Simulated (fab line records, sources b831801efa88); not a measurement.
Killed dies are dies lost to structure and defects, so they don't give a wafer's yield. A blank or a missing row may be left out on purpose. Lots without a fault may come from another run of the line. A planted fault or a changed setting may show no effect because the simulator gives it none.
fab line records | flow gf180mcu | part 1 of 2: steps 1 to 32 of 42
record lots=5 wafers=15 last_day=34
route steps=602 shown M2@362 V2@382
lots that met no fault: from a run of the same line without faults
start_h: hours from the record's first day to the start of the lot's first wafer shown | wait_h: hours since the lot's step before | " the same as in the row above | L1.1+2: a row that stands for several wafers | - no value, or no start given | * or withheld: withheld | < > ~ a bound
route shown NAME@n: a module of which the file shows steps, and the number in the route of the first | usual: mean/standard deviation of fault-free wafers | same: alike in all rows | chamber/n: place in a boat | sites: the reading at each site | _std_site: their standard deviation | _edge_site: outer sites' mean less inner sites' | radius_mm: how far each site lies from the wafer's centre | mask NAME#n: copy n | behind: the tool/chamber that last shaped the wafer | hold: why the lot was held/for how many hours/how that ended | device: the transistor (n, p or np) that didn't switch | end of line: the same wafers' tests at the end of the route | a step without rows: its recipe alone | killed: dies lost to structure and defects at the first sort, not the wafer's yield | map: a wafer's dies, x killed, . not, _ none there
set.NAME: the setting as run; set.NAME@STEP: as run at that earlier step | model.NAME: the simulator's own value behind a step, which no gauge read
lots at some steps of the route; a table a step, a row a wafer
services: from which hour (start_h, from the record's first day; less than 0 if before it) a tool's chamber was out of use, for how many hours, and why
## steps
# step GF_M2_SPUTTER_00
# recipe material=Ti target_thk_nm=37.5 arriving_ion_energy_ev=80 substrate_temp_c=200 chamber_pressure_pa=2 power_w=4000 time_s=150
# usual throttle_valve_pct=30.1/1.1
# columns lot.wafer tool chamber start_h wait_h throttle_valve_pct
L074.1 pvd_sputter-02 - 409.51 0.1 28.8
L074.2 " - " " 30.9
L074.3 " - " " 32.2
L081.1 pvd_sputter-02 - 483.21 0.2 29.8
L081.5 " - " " 30.1
L081.6 " - " " 29.1
L086.2 pvd_sputter-04 - 516.51 0.1 31.0
L086.5 " - " " 30.1
L086.6 " - " " 30.6
L089.3 pvd_sputter-02 - 545.23 0.2 29.0
L089.4 " - " " 30.0
L089.6 " - " " 30.3
L094.1 pvd_sputter-04 - 588.46 0.1 30.7
L094.3 " - " " 30.9
L094.6 " - " " 30.8
# step GF_M2_SPUTTER_01
# recipe material=TiN target_thk_nm=30 power_w=6500 time_s=25 chamber_pressure_pa=0.4
# usual throttle_valve_pct=30.0/1.1
# columns lot.wafer tool chamber start_h wait_h throttle_valve_pct
L074.1 pvd_sputter-02 - 409.61 0.1 28.9
L074.2 " - " " 30.7
L074.3 " - " " 32.4
L081.1 pvd_sputter-02 - 483.31 0.1 29.9
L081.5 " - " " 30.3
L081.6 " - " " 29.0
L086.2 pvd_sputter-04 - 516.61 0.1 31.0
L086.5 " - " " 30.1
L086.6 " - " " 30.4
L089.3 pvd_sputter-02 - 545.34 0.1 29.1
L089.4 " - " " 29.7
L089.6 " - " " 30.0
L094.1 pvd_sputter-04 - 588.56 0.1 30.4
L094.3 " - " " 30.7
L094.6 " - " " 30.7
# step GF_M2_SPUTTER_02
# recipe material=AlCu target_thk_nm=450 power_w=10600 time_s=23.9 chamber_pressure_pa=0.4
# usual throttle_valve_pct=30.1/1.1
# columns lot.wafer tool chamber start_h wait_h throttle_valve_pct
L074.1 pvd_sputter-02 - 409.64 0.0 29.0
L074.2 " - " " 31.0
L074.3 " - " " 32.3
L081.1 pvd_sputter-02 - 483.34 0.0 30.2
L081.5 " - " " 30.1
L081.6 " - " " 29.1
L086.2 pvd_sputter-04 - 516.64 0.0 30.9
L086.5 " - " " 30.4
L086.6 " - " " 30.7
L089.3 pvd_sputter-02 - 545.38 0.0 28.9
L089.4 " - " " 30.2
L089.6 " - " " 30.1
L094.1 pvd_sputter-04 - 588.59 0.0 30.3
L094.3 " - " " 31.0
L094.6 " - " " 30.6
# step GF_M2_SPUTTER_03
# recipe material=Ti target_thk_nm=10 substrate_temp_c=300 chamber_pressure_pa=0.3 power_w=3000 time_s=6.7
# usual throttle_valve_pct=30.1/1.1
# columns lot.wafer tool chamber start_h wait_h throttle_valve_pct
L074.1 pvd_sputter-02 - 409.67 0.0 29.2
L074.2 " - " " 31.1
L074.3 " - " " 32.2
L081.1 pvd_sputter-02 - 483.37 0.0 30.2
L081.5 " - " " 29.8
L081.6 " - " " 28.8
L086.2 pvd_sputter-04 - 516.67 0.0 30.8
L086.5 " - " " 29.9
L086.6 " - " " 30.7
L089.3 pvd_sputter-02 - 545.41 0.0 29.1
L089.4 " - " " 30.1
L089.6 " - " " 30.0
L094.1 pvd_sputter-04 - 588.62 0.0 30.4
L094.3 " - " " 31.0
L094.6 " - " " 30.8
# step GF_M2_SPUTTER_04
# recipe material=TiN target_thk_nm=50 power_w=6500 time_s=41.7 chamber_pressure_pa=0.4
# usual throttle_valve_pct=30.1/1.1
# columns lot.wafer tool chamber start_h wait_h throttle_valve_pct
L074.1 pvd_sputter-02 - 409.69 0.0 29.0
L074.2 " - " " 31.3
L074.3 " - " " 32.1
L081.1 pvd_sputter-02 - 483.39 0.0 29.8
L081.5 " - " " 30.1
L081.6 " - " " 28.9
L086.2 pvd_sputter-04 - 516.69 0.0 30.9
L086.5 " - " " 29.9
L086.6 " - " " 30.7
L089.3 pvd_sputter-02 - 545.43 0.0 28.9
L089.4 " - " " 30.1
L089.6 " - " " 30.1
L094.1 pvd_sputter-04 - 588.64 0.0 30.5
L094.3 " - " " 30.8
L094.6 " - " " 30.9
# step GF_M2_RS_MEAS_05
# recipe thk_meas_gauge=four-point-probe reads=TiN_of_M2_SPUTTER_04+Ti_of_M2_SPUTTER_03+AlCu_of_M2_SPUTTER_02+TiN_of_M2_SPUTTER_01+Ti_of_M2_SPUTTER_00
# usual M2_ALCU_RS=0.0696/0.00068
# columns lot.wafer tool chamber start_h wait_h M2_ALCU_RS[ohm/sq]
L074.1 film_metro-01 - 409.73 0.0 0.0693
L074.2 " - " " 0.0698
L074.3 " - " " 0.0690
L081.1 film_metro-02 - 483.43 0.0 0.0702
L081.5 " - " " 0.0696
L081.6 " - " " 0.0700
L086.2 film_metro-02 - 516.75 0.0 0.0689
L086.5 " - " " 0.0691
L086.6 " - " " 0.0690
L089.3 film_metro-01 - 545.52 0.1 0.0680
L089.4 " - " " 0.0678
L089.6 " - " " 0.0678
L094.1 film_metro-01 - 588.68 0.0 0.0702
L094.3 " - " " 0.0700
L094.6 " - " " 0.0696
# step GF_M2_THK_MEAS_06
# recipe thk_meas_gauge=xrf reads=AlCu_of_M2_SPUTTER_02
# usual M2_ALCU_THK=452/4.4
# columns lot.wafer tool chamber start_h wait_h M2_ALCU_THK[nm]
L074.1 film_metro-01 - 409.85 0.1 456
L074.2 " - " " 449
L074.3 " - " " 457
L081.1 film_metro-02 - 483.55 0.1 449
L081.5 " - " " 454
L081.6 " - " " 451
L086.2 film_metro-02 - 516.86 0.1 455
L086.5 " - " " 453
L086.6 " - " " 453
L089.3 film_metro-01 - 545.62 0.1 458
L089.4 " - " " 457
L089.6 " - " " 461
L094.1 film_metro-01 - 588.80 0.1 443
L094.3 " - " " 446
L094.6 " - " " 450
# step GF_M2_DEHYDRATE_07
# recipe temp_c=200 time_s=60
# columns lot.wafer tool chamber start_h wait_h
L074.1+2+3 litho_track-04 0 421.10 11.2
L081.1+5+6 litho_track-02 0 494.56 11.0
L086.2+5+6 litho_track-01 0 528.17 11.3
L089.3+4+6 litho_track-02 0 556.86 11.2
L094.1+3+6 litho_track-04 0 599.05 10.2
# step GF_M2_HMDS_08
# recipe prime_time_s=60 prime_temp_c=120
# same prime_time_s=60
# columns lot.wafer tool chamber start_h wait_h
L074.1+2+3 litho_track-04 0 421.25 0.1
L081.1+5+6 litho_track-02 0 494.71 0.1
L086.2+5+6 litho_track-01 0 528.32 0.1
L089.3+4+6 litho_track-02 0 557.01 0.1
L094.1+3+6 litho_track-04 0 599.20 0.1
# step GF_M2_COAT_09
# recipe resist=KrF spin_rpm=withheld resist_thk_nm=1000
# columns lot.wafer tool chamber start_h wait_h
L074.1+2+3 litho_track-04 0 421.40 0.1
L081.1+5+6 litho_track-02 0 494.86 0.1
L086.2+5+6 litho_track-01 0 528.47 0.1
L089.3+4+6 litho_track-02 0 557.16 0.1
L094.1+3+6 litho_track-04 0 599.35 0.1
# step GF_M2_SOFTBAKE_10
# recipe temp_c=130 time_s=60 resist=KrF
# columns lot.wafer tool chamber start_h wait_h
L074.1+2+3 litho_track-04 0 421.55 0.1
L081.1+5+6 litho_track-02 0 495.01 0.1
L086.2+5+6 litho_track-01 0 528.62 0.1
L089.3+4+6 litho_track-02 0 557.31 0.1
L094.1+3+6 litho_track-04 0 599.50 0.1
# step GF_M2_EXPOSE_11
# recipe mask_id=Metal2 target_cd_nm=280 na=0.68 source_shape=conventional sigma_outer=0.6 dose_mj=28
# same na=0.68
# columns lot.wafer tool chamber start_h wait_h mask
L074.1+2+3 krf_scanner-02 0 - - Metal2#0
L081.1+5+6 krf_scanner-01 0 - - Metal2#0
L086.2+5+6 krf_scanner-01 0 - - Metal2#0
L089.3+4+6 krf_scanner-02 0 - - Metal2#0
L094.1+3+6 krf_scanner-01 0 - - Metal2#0
# step GF_M2_PEB_12
# recipe peb_temp_c=135 peb_time_s=90 resist=KrF
# columns lot.wafer tool chamber start_h wait_h
L074.1+2+3 litho_track-02 0 - -
L081.1+5+6 litho_track-04 0 - -
L086.2+5+6 litho_track-02 0 - -
L089.3+4+6 litho_track-04 0 - -
L094.1+3+6 litho_track-01 0 - -
# step GF_M2_DEVELOP_13
# recipe develop_time_s=60 dev_temp_c=21
# columns lot.wafer tool chamber start_h wait_h
L074.1+2+3 litho_track-02 0 433.46 0.2
L081.1+5+6 litho_track-04 0 506.75 0.2
L086.2+5+6 litho_track-02 0 538.18 0.2
L089.3+4+6 litho_track-04 0 566.95 0.1
L094.1+3+6 litho_track-01 0 609.75 0.2
# step GF_M2_CD_MEAS_14
# recipe target_cd_nm=280
# usual cd_nm=280.0/1.2
# columns lot.wafer tool chamber start_h wait_h cd_nm
L074.1 cd_sem-02 - 433.61 0.1 282.0
L074.2 " - " " 281.9
L074.3 " - " " 281.4
L081.1 cd_sem-02 - 506.90 0.1 281.1
L081.5 " - " " 282.2
L081.6 " - " " 280.8
L086.2 cd_sem-02 - 542.45 4.2 279.4
L086.5 " - " " 280.9
L086.6 " - " " 278.4
L089.3 cd_sem-02 - 567.22 0.2 279.2
L089.4 " - " " 279.0
L089.6 " - " " 278.9
L094.1 cd_sem-02 - 609.90 0.1 282.2
L094.3 " - " " 283.2
L094.6 " - " " 281.7
# step GF_M2_OVL_MEAS_15
# usual M2_OVL=0/5.3
# columns lot.wafer tool chamber start_h wait_h M2_OVL[nm]
L074.1 overlay-01 - 433.73 0.1 7
L074.2 " - " " 4
L074.3 " - " " 2
L081.1 overlay-01 - 507.02 0.1 0
L081.5 " - " " -2
L081.6 " - " " 6
L086.2 overlay-01 - 542.55 0.1 -6
L086.5 " - " " -2
L086.6 " - " " -5
L089.3 overlay-02 - 567.31 0.1 2
L089.4 " - " " -3
L089.6 " - " " 1
L094.1 overlay-01 - 610.02 0.1 -6
L094.3 " - " " -2
L094.6 " - " " 2
# step GF_M2_METAL_ETCH_16
# recipe chemistry=Cl2/BCl3 mask_material=KrF target_depth_nm=750.8 stop_on=SiO2 pressure_mtorr=8 icp_w=800 bias_w=140 Cl2_flow_sccm=80 bcl3_flow_sccm=40 time_s=125.1
# usual drypump_motor_current_A=5.75/0.22 oes_product_au=0.992/0.0052 throttle_valve_pct=28.228/0.0091
# columns lot.wafer tool chamber start_h wait_h drypump_motor_current_A oes_product_au rf_hours_counter_h throttle_valve_pct
L074.1 rie_metal-03 0 433.77 0.0 5.82 0.995 9 28.216
L074.2 " 1 " " 6.22 0.988 2 28.246
L074.3 " 1 " " 6.18 0.988 - 28.231
L081.1 rie_metal-01 0 507.05 0.0 5.48 0.992 9 28.235
L081.5 " 0 " " 5.46 0.994 - 28.235
L081.6 " 1 " " 5.67 0.988 - 28.230
L086.2 rie_metal-01 0 542.58 0.0 5.44 0.996 10 28.230
L086.5 " 1 " " 5.67 1.006 - 28.228
L086.6 " 0 " " 5.44 1.004 - 28.209
L089.3 rie_metal-03 1 567.38 0.1 6.21 0.989 - 28.246
L089.4 " 0 " " 5.83 0.994 - 28.242
L089.6 " 1 " " 6.21 0.988 - 28.228
L094.1 rie_metal-01 1 610.05 0.0 5.66 0.984 4 28.226
L094.3 " 0 " " 5.45 0.996 - 28.246
L094.6 " 0 " " 5.46 0.993 - 28.229
# step GF_M2_STRIP_17
# recipe chemistry=O2/N2 power_w=1400 pressure_mtorr=1500 platen_temp_c=250 o2_flow_sccm=3000 n2_flow_sccm=300 overash_fraction=0.5
# usual drypump_motor_current_A=6.0/0.45 heater_power_w=334/45 oes_product_au=0.536/0.0048 strip_time_to_endpoint_s=7.37/0.032
# same overash_fraction=0.5
# columns lot.wafer tool chamber start_h wait_h drypump_motor_current_A heater_power_w oes_product_au rf_hours_counter_h strip_time_to_endpoint_s
L074.1 plasma_asher-04 0 433.90 0.1 5.1 390 0.523 0 7.33
L074.2 " 1 " " 5.8 272 0.532 0 7.36
L074.3 " 1 " " 5.8 263 0.541 - 7.38
L081.1 plasma_asher-01 1 507.18 0.1 6.1 311 0.533 85 7.36
L081.5 " 0 " " 6.4 321 0.534 - 7.31
L081.6 " 1 " " 6.1 308 0.540 - 7.31
L086.2 plasma_asher-02 1 542.72 0.1 5.4 362 0.533 45 7.34
L086.5 " 0 " " 6.4 418 0.539 - 7.37
L086.6 " 1 " " 5.4 358 0.542 - 7.32
L089.3 plasma_asher-01 0 567.50 0.1 6.4 321 0.532 - 7.36
L089.4 " 1 " " 6.1 304 0.537 - 7.36
L089.6 " 1 " " 6.1 309 0.539 - 7.40
L094.1 plasma_asher-04 0 610.18 0.1 5.2 406 0.526 15 7.40
L094.3 " 0 " " 5.2 400 0.535 - 7.41
L094.6 " 1 " " 5.8 263 0.540 - 7.39
# step GF_M2_STRIP_18
# recipe chemistry=post_etch_residue_remover time_s=1200 temp_c=72.5
# usual bath_heat_duty_pct=15.5/1.3
# columns lot.wafer tool chamber start_h wait_h bath_heat_duty_pct
L074.1 wet_bench-03 3 434.00 0.1 16.7
L074.2 " 3 " " 17.5
L074.3 " 3 " " 16.1
L081.1 wet_bench-03 3 507.28 0.1 16.3
L081.5 " 3 " " 16.0
L081.6 " 3 " " 15.3
L086.2 wet_bench-02 0 542.82 0.1 15.9
L086.5 " 0 " " 15.6
L086.6 " 0 " " 15.9
L089.3 wet_bench-01 0 567.56 0.0 15.1
L089.4 " 0 " " 14.4
L089.6 " 0 " " 12.8
L094.1 wet_bench-01 3 610.28 0.1 15.3
L094.3 " 3 " " 13.6
L094.6 " 3 " " 15.6
# step GF_M2_CLEAN_19
# recipe chemistry=DIW dry=n2_spin
# columns lot.wafer tool chamber start_h wait_h
L074.1+2+3 wet_bench-01 0 434.37 0.0
L081.1+5+6 wet_bench-01 0 507.62 0.0
L086.2+5+6 wet_bench-02 2 543.16 0.0
L089.3+4+6 wet_bench-02 2 567.90 0.0
L094.1+3+6 wet_bench-02 0 610.63 0.0
# step GF_V2_CVD_00
# recipe material=SiO2 target_thk_nm=600 sigma_open_frac=0.3 temp_c=400 time_s=100 sih4_flow_sccm=60 pressure_mtorr=6
# columns lot.wafer tool chamber start_h wait_h
L074.1+2+3 hdpcvd-02 0,1,2 434.47 0.0
L081.1+5+6 hdpcvd-02 2,1,2 507.72 0.0
L086.2+5+6 hdpcvd-01 2,0,2 543.25 0.0
L089.3+4+6 hdpcvd-01 1,0,2 568.10 0.0
L094.1+3+6 hdpcvd-02 1,2,2 610.72 0.0
# step GF_V2_THK_MEAS_01
# recipe reads=SiO2_of_V2_CVD_00
# usual V2_CVD_00_THK=599/5.1
# columns lot.wafer tool chamber start_h wait_h V2_CVD_00_THK[nm]
L074.1 film_metro-03 - 434.54 0.0 594
L074.2 " - " " 596
L074.3 " - " " 599
L081.1 film_metro-01 - 507.79 0.0 604
L081.5 " - " " 595
L081.6 " - " " 591
L086.2 film_metro-04 - 543.33 0.0 598
L086.5 " - " " 591
L086.6 " - " " 595
L089.3 film_metro-04 - 568.20 0.1 593
L089.4 " - " " 591
L089.6 " - " " 605
L094.1 film_metro-01 - 610.79 0.0 598
L094.3 " - " " 604
L094.6 " - " " 596
# step GF_V2_CVD_02
# recipe material=SiO2 target_thk_nm=850 precursor=TEOS temp_c=400 time_s=94.851 rf_w=600
# usual heater_power_w=677/78
# columns lot.wafer tool chamber start_h wait_h heater_power_w
L074.1 pecvd-02 1 434.60 0.1 771
L074.2 " 2 " " 806
L074.3 " 0 " " 537
L081.1 pecvd-03 2 507.85 0.1 661
L081.5 " 1 " " 769
L081.6 " 2 " " 736
L086.2 pecvd-02 0 543.38 0.0 563
L086.5 " 0 " " 603
L086.6 " 1 " " 722
L089.3 pecvd-02 1 568.24 0.0 769
L089.4 " 2 " " 798
L089.6 " 0 " " 502
L094.1 pecvd-04 2 610.85 0.1 579
L094.3 " 1 " " 686
L094.6 " 1 " " 553
# step GF_V2_THK_MEAS_03
# recipe reads=SiO2_of_V2_CVD_02
# usual V2_CVD_02_THK=850/9.7
# columns lot.wafer tool chamber start_h wait_h V2_CVD_02_THK[nm]
L074.1 film_metro-04 - 434.67 0.0 851
L074.2 " - " " 851
L074.3 " - " " 843
L081.1 film_metro-01 - 507.92 0.0 840
L081.5 " - " " 855
L081.6 " - " " 847
L086.2 film_metro-01 - 543.46 0.0 841
L086.5 " - " " 855
L086.6 " - " " 857
L089.3 film_metro-01 - 568.33 0.1 853
L089.4 " - " " 858
L089.6 " - " " 859
L094.1 film_metro-01 - 610.92 0.0 836
L094.3 " - " " 843
L094.6 " - " " 862
# step GF_V2_CMP_04
# recipe material=SiO2 down_force_psi=4 platen_rpm=60 pad_velocity_m_s=0.94248
# usual head_pressure_psi=4.000/0.0095 motor_current_A=12.2/0.77 slurry_flow_ml_min=150.0/0.46 time_to_endpoint_s=82/4.3
# columns lot.wafer tool chamber start_h wait_h head_pressure_psi motor_current_A slurry_flow_ml_min time_to_endpoint_s
L074.3 cmp-02 2 434.73 0.0 4.007 11.2 150.1 82
L074.2 " 3 " " 3.989 12.1 150.5 79
L074.1 " 1 " " 4.010 11.5 149.3 87
L081.1 cmp-01 1 508.03 0.1 4.002 12.0 150.2 78
L081.6 " 0 " " 4.000 11.8 150.1 82
L081.5 " 1 " " 4.009 12.1 150.4 87
L086.2 cmp-01 0 543.52 0.1 3.999 11.8 149.9 82
L086.6 " 0 " " 4.001 11.9 150.5 85
L086.5 " 1 " " 4.019 12.9 149.9 85
L089.4 cmp-02 2 568.37 0.0 3.990 12.0 149.6 89
L089.3 " 1 " " 3.997 11.6 149.7 87
L089.6 " 3 " " 4.003 11.5 150.8 91
L094.1 cmp-02 1 611.28 0.3 4.007 11.5 149.3 74
L094.3 " 3 " " 3.986 11.8 150.2 76
L094.6 " 0 " " 3.994 13.8 150.3 84
# step GF_V2_BOW_MEAS_05
# recipe mode=bow
# usual V2_BOW=99/9.8
# columns lot.wafer tool chamber start_h wait_h V2_BOW[um]
L074.1 film_metro-04 - 435.03 0.1 92
L074.2 " - " " 96
L074.3 " - " " 97
L081.1 film_metro-04 - 508.28 0.2 97
L081.5 " - " " 103
L081.6 " - " " 98
L086.2 film_metro-01 - 543.87 0.3 106
L086.5 " - " " 106
L086.6 " - " " 96
L089.3 film_metro-01 - 568.71 0.1 98
L089.4 " - " " 93
L089.6 " - " " 110
L094.1 film_metro-01 - 611.56 0.2 126
L094.3 " - " " 122
L094.6 " - " " 109
# step GF_V2_DEHYDRATE_06
# recipe temp_c=200 time_s=60
# columns lot.wafer tool chamber start_h wait_h
L074.1+2+3 litho_track-03 0 447.11 12.1
L081.1+5+6 litho_track-02 0 519.26 11.0
L086.2+5+6 litho_track-02 0 553.53 9.6
L089.3+4+6 litho_track-01 0 580.05 11.3
L094.1+3+6 litho_track-02 0 621.31 9.7
# step GF_V2_HMDS_07
# recipe prime_time_s=60 prime_temp_c=120
# same prime_time_s=60
# columns lot.wafer tool chamber start_h wait_h
L074.1+2+3 litho_track-03 0 447.26 0.1
L081.1+5+6 litho_track-02 0 519.41 0.1
L086.2+5+6 litho_track-02 0 553.68 0.1
L089.3+4+6 litho_track-01 0 580.20 0.1
L094.1+3+6 litho_track-02 0 621.46 0.1
# step GF_V2_COAT_08
# recipe resist=BARC temp_c=withheld time_s=withheld spin_rpm=withheld resist_thk_nm=withheld
# columns lot.wafer tool chamber start_h wait_h
L074.1+2+3 litho_track-03 0 447.41 0.1
L081.1+5+6 litho_track-02 0 519.56 0.1
L086.2+5+6 litho_track-02 0 553.83 0.1
L089.3+4+6 litho_track-01 0 580.35 0.1
L094.1+3+6 litho_track-02 0 621.61 0.1
# step GF_V2_COAT_09
# recipe resist=KrF spin_rpm=withheld resist_thk_nm=1000
# columns lot.wafer tool chamber start_h wait_h
L074.1+2+3 litho_track-03 0 - -
L081.1+5+6 litho_track-02 0 - -
L086.2+5+6 litho_track-02 0 - -
L089.3+4+6 litho_track-01 0 - -
L094.1+3+6 litho_track-02 0 - -
# step GF_V2_SOFTBAKE_10
# recipe temp_c=130 time_s=60 resist=KrF
# columns lot.wafer tool chamber start_h wait_h
L074.1+2+3 litho_track-03 0 - -
L081.1+5+6 litho_track-02 0 - -
L086.2+5+6 litho_track-02 0 - -
L089.3+4+6 litho_track-01 0 - -
L094.1+3+6 litho_track-02 0 - -
# step GF_V2_EXPOSE_11
# recipe mask_id=Via2 target_cd_nm=260 na=0.68 source_shape=conventional sigma_outer=0.6 dose_mj=38
# same na=0.68
# columns lot.wafer tool chamber start_h wait_h mask
L074.1+2+3 krf_scanner-01 0 - - Via2#0
L081.1+5+6 krf_scanner-02 0 - - Via2#0
L086.2+5+6 krf_scanner-01 0 - - Via2#0
L089.3+4+6 krf_scanner-01 0 - - Via2#0
L094.1+3+6 krf_scanner-02 0 - - Via2#0
